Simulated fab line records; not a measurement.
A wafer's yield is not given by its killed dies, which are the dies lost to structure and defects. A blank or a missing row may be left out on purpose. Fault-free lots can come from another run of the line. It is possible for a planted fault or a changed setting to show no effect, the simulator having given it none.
Chamber matching ; flow gf180mcu ; GF_STI_CMP_25 on cmp-02: 4 sister chambers
The step polishes, stops on Si3N4, t overpolish 33 s, target thk 524.6 nm. 4 wafers are shown with their chamber, then 8 later ones without.

WAFERS WITH THEIR CHAMBER
wafer;chamber;time to endpoint s (s)
L694.5;2;128
L695.1;1;122
L695.3;0;123
L701.1;3;115

WAFERS WHOSE CHAMBER IS MISSING
wafer;time to endpoint s (s)
L701.4;122
L701.6;124
L706.1;120
L706.3;119
L706.4;122
L707.1;120
L707.5;119
L707.6;119

CHAMBER TAKEN BY EACH
wafer;from the rows above;in truth
L701.4;can't be placed: 1 or 0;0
L701.6;can't be placed: 0 or 1 or 2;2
L706.1;can't be placed: 1 or 0 or 3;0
L706.3;can't be placed: 1 or 0 or 3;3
L706.4;can't be placed: 1 or 0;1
L707.1;can't be placed: 1 or 0 or 3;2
L707.5;can't be placed: 1 or 0 or 3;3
L707.6;can't be placed: 1 or 0 or 3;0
Placed correctly: 0 of 8. Not placeable from these rows: 8 (in 7, the candidates include the true chamber). Placed wrongly: 0.
How it was worked out, from the rows above alone: a wafer's distance from a chamber is the root of the sum, over the readings, of the square of ((its reading less the chamber's mean) divided by the reading's scatter). The wafer belongs to the nearest chamber; if the next one is less than 2 further off, it can't be placed. A chamber's mean is the mean of its shown wafers. The scatter (one wafer shown for each chamber): square how far every hidden wafer sits from the nearest shown wafer, average those squares and take the square root.
